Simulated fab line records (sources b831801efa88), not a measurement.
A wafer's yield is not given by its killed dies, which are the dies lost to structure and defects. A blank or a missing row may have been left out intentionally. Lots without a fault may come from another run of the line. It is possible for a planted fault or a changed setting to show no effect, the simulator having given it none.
What tool caused it? | flow gf180mcu | 13 lots, 39 wafers sampled, at 1 step of a route of 602

== WHAT EACH GAUGE READ, for each wafer ==
GF_M4_THK_MEAS_06: measures by xrf. Usual: for M4_ALCU_THK the level is 444 nm and the standard deviation is 7.9.
lot  | measured     | on            | M4_ALCU_THK (nm) | flag
L505 | day 22 09:46 | film-metro-02 | 427 435 428      |
L506 | day 22 14:17 | film-metro-03 | 441 452 445      |
L507 | day 23 05:04 | film-metro-01 | 449 450 432      |
L512 | day 25 00:11 | film-metro-01 | 454 443 451      |
L516 | day 26 11:30 | film-metro-01 | 442 446 457      |
L515 | day 26 13:28 | film-metro-03 | 439 457 443      |
L517 | day 26 18:29 | film-metro-03 | 462 448 444      |
L522 | day 28 11:11 | film-metro-02 | 431 440 436      |
L523 | day 28 13:50 | film-metro-02 | 440 437 435      |
L524 | day 28 21:16 | film-metro-01 | 439 451 439      |
L525 | day 29 01:52 | film-metro-02 | 445 433 443      |
L527 | day 29 13:32 | film-metro-01 | 452 446 433      |
L528 | day 29 17:46 | film-metro-03 | 449 442 447      |

== TOOL THAT RAN EACH LOT (tool first, then ch and the chambers of the sampled wafers, then the start) ==
Before these readings, the record contains no process step.

== WHAT THE TOOLS THEMSELVES READ (means of the sampled wafers that have a number; where no wafer has one, the mark that the record gives instead) ==
The record holds no such reading with a usual standard deviation.

== THE ANSWER, worked out from the rows above alone ==
Rule: a lot counts as off when the mean over its wafers that have a number is more than 3 standard deviations away from the usual mean. A lot without any number at a reading at which 4 lots or more have one is off too. The other lots that the step has rows for count as sound. First the gauges in route order, then the tools' own readings, where a lot's mean is used as printed above. At the first step where some lot is off, the reading lying furthest off is the one used; lots without a number count as furthest.
Across all readings shown, no lot is off: no conclusion can be drawn from this.

== WHAT THE SIMULATOR HAD INSERTED ==
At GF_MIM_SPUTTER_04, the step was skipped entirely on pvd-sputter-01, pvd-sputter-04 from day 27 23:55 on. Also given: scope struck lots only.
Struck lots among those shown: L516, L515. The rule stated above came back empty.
